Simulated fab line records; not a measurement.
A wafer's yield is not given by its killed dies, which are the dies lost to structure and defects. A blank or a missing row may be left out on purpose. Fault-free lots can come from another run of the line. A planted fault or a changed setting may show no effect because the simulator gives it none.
Split-lot experiment + flow sfq-line + 5 lots, 23 wafers read, on a route of 325 steps

## ABOUT THE SPLIT
At SFQ_TRILAYER_I6_VIA_LITHO_PEB_172 (peb time 60 s), the setting peb-time-s was moved away from the recipe's 60 s on 11 of the 23 wafers read, by -7.9% to +11.5%. The other wafers ran this setting at the recipe's value.

## THE PATH FROM SPLIT TO READING: the file shows 1 step between them
- SFQ_TRILAYER_I6_VIA_LITHO_DEVELOP_171: time 60 s

## THE READING
I6.cd-nm (the simulator's own value, which no gauge read), in nm, at SFQ_TRILAYER_I6_VIA_BARC_OPEN_VIA_ETCH_235 (etches BARC in O2, target depth 125 nm, time 41.7 s). There is no usual value for it anywhere in the file. Average 701.2 nm, standard deviation 1.3 nm, over the 12 wafers here run with the recipe.

| wafer  | tool, chamber at the split | peb-time-s as run, s | against the recipe | I6.cd-nm, nm | against lot-mates on the recipe |
|--------|----------------------------|----------------------|--------------------|--------------|---------------------------------|
| L075.2 | litho-track-03, 0          | 60                   | recipe             | 701.5        | -                               |
| L075.3 | litho-track-03, 0          | 60                   | recipe             | 702          | -                               |
| L075.4 | litho-track-03, 0          | 56.04                | -6.6%              | 690.9        | -10.9                           |
| L075.5 | litho-track-03, 0          | 56.04                | -6.6%              | 691.5        | -10.2                           |
| L075.6 | litho-track-03, 0          | 56.04                | -6.6%              | 691.1        | -10.6                           |
| L077.1 | litho-track-02, 0          | 63.77                | +6.3%              | 710.5        | +7.6                            |
| L077.2 | litho-track-02, 0          | 60                   | recipe             | 703.1        | -                               |
| L077.4 | litho-track-02, 0          | 60                   | recipe             | 703.4        | -                               |
| L077.5 | litho-track-02, 0          | 63.77                | +6.3%              | 711.5        | +8.6                            |
| L077.6 | litho-track-02, 0          | 60                   | recipe             | 702.3        | -                               |
| L079.1 | litho-track-03, 0          | 60                   | recipe             | 699          | -                               |
| L079.4 | litho-track-03, 0          | 60                   | recipe             | 700.9        | -                               |
| L079.6 | litho-track-03, 0          | 60                   | recipe             | 700.1        | -                               |
| L080.1 | litho-track-03, 0          | 60                   | recipe             | 700.8        | -                               |
| L080.2 | litho-track-03, 0          | 66.87                | +11.5%             | 718.1        | +17.5                           |
| L080.3 | litho-track-03, 0          | 66.87                | +11.5%             | 716          | +15.4                           |
| L080.5 | litho-track-03, 0          | 60                   | recipe             | 700.4        | -                               |
| L080.6 | litho-track-03, 0          | 66.87                | +11.5%             | 716.6        | +16.0                           |
| L084.1 | litho-track-02, 0          | 55.28                | -7.9%              | 687.4        | -12.9                           |
| L084.2 | litho-track-02, 0          | 55.28                | -7.9%              | 689          | -11.3                           |
| L084.3 | litho-track-02, 0          | 55.28                | -7.9%              | 689.6        | -10.7                           |
| L084.5 | litho-track-02, 0          | 60                   | recipe             | 701.3        | -                               |
| L084.6 | litho-track-02, 0          | 60                   | recipe             | 699.4        | -                               |

THE FIT
A straight line over all 23 wafers: I6.cd-nm changes by +1.47 nm for each +1% of peb-time-s; r = +0.99; the points scatter about the line by 1.2 nm.
The same after taking each lot's own level away (the mean of its wafers on the recipe; 23 wafers): +1.46 nm for each +1%; r = +1.00; scatter 0.81 nm.
According to that fit, moving peb-time-s by its largest amount changes the reading by 17 nm.
Measured against the standard deviation above, the lots' own levels, which go from 700.00 to 702.93 nm, span 2.2 times it.
Consequently the slope shifts little with the lot-to-lot level, the two slopes agreeing.
Check: for one of the wafers moved furthest among these (+11.5%), held out of the fit, the line's prediction against its lot-mates is +16.1 nm. It came out at +17.5 nm against them.

## THE OTHER SPLITS THESE WAFERS WENT THROUGH
Note: prior to the reading, these wafers also went through further splits. Each is held against what the fit with the lots' levels taken away leaves over:
| other split on the same wafers                  | wafers away from the commonest value | r with I6.cd-nm (lot level and that fit taken away) |
|-------------------------------------------------|--------------------------------------|-----------------------------------------------------|
| SFQ_TRILAYER_JJ_CE_ETCH_RIE_118 bias-w          | 7                                    | +0.00                                               |
| SFQ_TRILAYER_M5_LITHO_EXPOSE_124 dose-mj        | 6                                    | +0.11                                               |
| SFQ_TRILAYER_R5_LITHO_EXPOSE_137 dose-mj        | 8                                    | -0.18                                               |
| SFQ_TRILAYER_R5_BARC_OPEN_METAL_ETCH_177 time-s | 10                                   | -0.05                                               |
| SFQ_TRILAYER_I5_BARC_OPEN_VIA_ETCH_200 time-s   | 7                                    | -0.13                                               |
| SFQ_TRILAYER_C5_LITHO_COAT_156 resist-thk-nm    | 10                                   | -0.12                                               |
| SFQ_TRILAYER_M6_LITHO_COAT_159 resist-thk-nm    | 8                                    | -0.11                                               |
| SFQ_TRILAYER_M6_LITHO_EXPOSE_160 dose-mj        | 8                                    | +0.04                                               |

## FILE'S OWN FIT
I6.cd-nm changes by +1.44 nm for each +1% of peb-time-s, r = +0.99.
